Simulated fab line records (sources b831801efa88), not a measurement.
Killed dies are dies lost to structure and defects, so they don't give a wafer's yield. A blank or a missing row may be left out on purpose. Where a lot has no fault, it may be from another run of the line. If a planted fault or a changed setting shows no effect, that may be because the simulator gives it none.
Code-filled problem report in 8D (eight disciplines) form | flow sfq line | the parts of the form that need people (team, actions taken, sign-off) are left out

1. PROBLEM STATEMENT
M1_NB_RS at SFQ_M1_RS_MEAS_909 reads a mean of 0.666 ohm/sq on 2 wafers of 1 lot; wafers without a fault read 0.891 ohm/sq with a standard deviation of 0.0098. Relative to the usual mean, that is a shift of -23 standard deviations.
The step: measures by four-point-probe.
First seen on wafer L533.4, day 16 23:20, on film metro-01. Wafers with a number at this step in the record: 39, from 13 lots. Rule for "out" (also "out of limits"): further than 4 standard deviations from the usual mean. The other wafers with a number count as sound.

2. WHAT IT IS, WHAT IT ISN'T
question                    | is                | is not
which readings at this step | M1_NB_RS          | -
which lots                  | L533              | L511, L512, L514, L515, L516, L518, L519, L521, L522, L523, L528, L534
which wafers of those lots  | L533.4, L533.5    | L533.3
read on which gauges        | film metro-01     | film metro-02, film metro-03
when                        | from day 16 23:20 | up to then (34 sound wafers); but 3 sound wafers of L534 came after

3. SUSPECTS, AND WHAT RULES EACH OUT
Counting: any tool at a process step up to the reading remains a suspect provided it ran every lot that is out. Sound lots after the first of them don't rule it out here, since some wafers of a struck lot are sound.
- the gauge at SFQ_M1_RS_MEAS_909: ruled out. All the wafers that are out were read on film metro-01, but those of them that SFQ_TRILAYER_M1_ETCH_METAL_ETCH_042 has rows for are out there too, on other tools.
- pvd sputter-03 at SFQ_TRILAYER_M1_DEP_SPUTTER_037 (material Nb, target thk 200 nm, time 133.3 s): kept. The lot that is out, L533, ran on it at day 16 23:12; the last sound lot it ran before that was L522, at day 13 12:56.
The count leaves pvd sputter-03 at SFQ_TRILAYER_M1_DEP_SPUTTER_037.

4. THE CAUSE (what the simulator had put in)
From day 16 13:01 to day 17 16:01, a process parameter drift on pvd sputter-03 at SFQ_TRILAYER_M1_DEP_SPUTTER_037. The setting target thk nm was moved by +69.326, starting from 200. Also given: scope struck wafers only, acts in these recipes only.
This tool alone remained once counting was done.

5. THE EFFECT CHAIN, in route order
Rows list readings where the struck wafers' mean (over those with a number) sits beyond 3 standard deviations from the usual. Scope: only readings with a usual standard deviation given in the record; hours: median across lots of the time from each lot's start at the first step in this table that gives one to its start at this step; sigmas: change in usual standard deviations.
hours | step                                | reading        | usual        | on struck wafers | change | sigmas
0     | SFQ_M1_RS_MEAS_909                  | M1_NB_RS       | 0.891 ohm/sq | 0.666            | -0.225 | -23
130   | SFQ_TRILAYER_M1_ETCH_METAL_ETCH_042 | oes product au | 0.894 a.u.   | 1.008            | +0.114 | +17
Here are the process steps it includes:
- SFQ_TRILAYER_M1_ETCH_METAL_ETCH_042: etches Nb in Cl2/Ar, stops on SiO2, target depth 240 nm, time 120 s.
Later steps that measure or inspect, where all struck wafers having a row at the step show a number for every such reading and not one has moved that far: SFQ_M2_OVL_MEAS_916.

6. HOW IT WOULD HAVE BEEN CAUGHT EARLIER
10 hours passed between the start of the fault at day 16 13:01 and the first reading out of limits at a measuring or inspecting step in this record, taken at day 16 23:20.
An alarm limit of 4 standard deviations would not have fired on the tool readings at SFQ_TRILAYER_M1_DEP_SPUTTER_037 for which the record gives a usual standard deviation, since none of them was out on any struck wafer.
Each of the lots that are out, 1 in all, had begun SFQ_TRILAYER_M1_DEP_SPUTTER_037 on pvd sputter-03 no later than day 16 23:20. Tool hold at that time: it would have spared none of them.
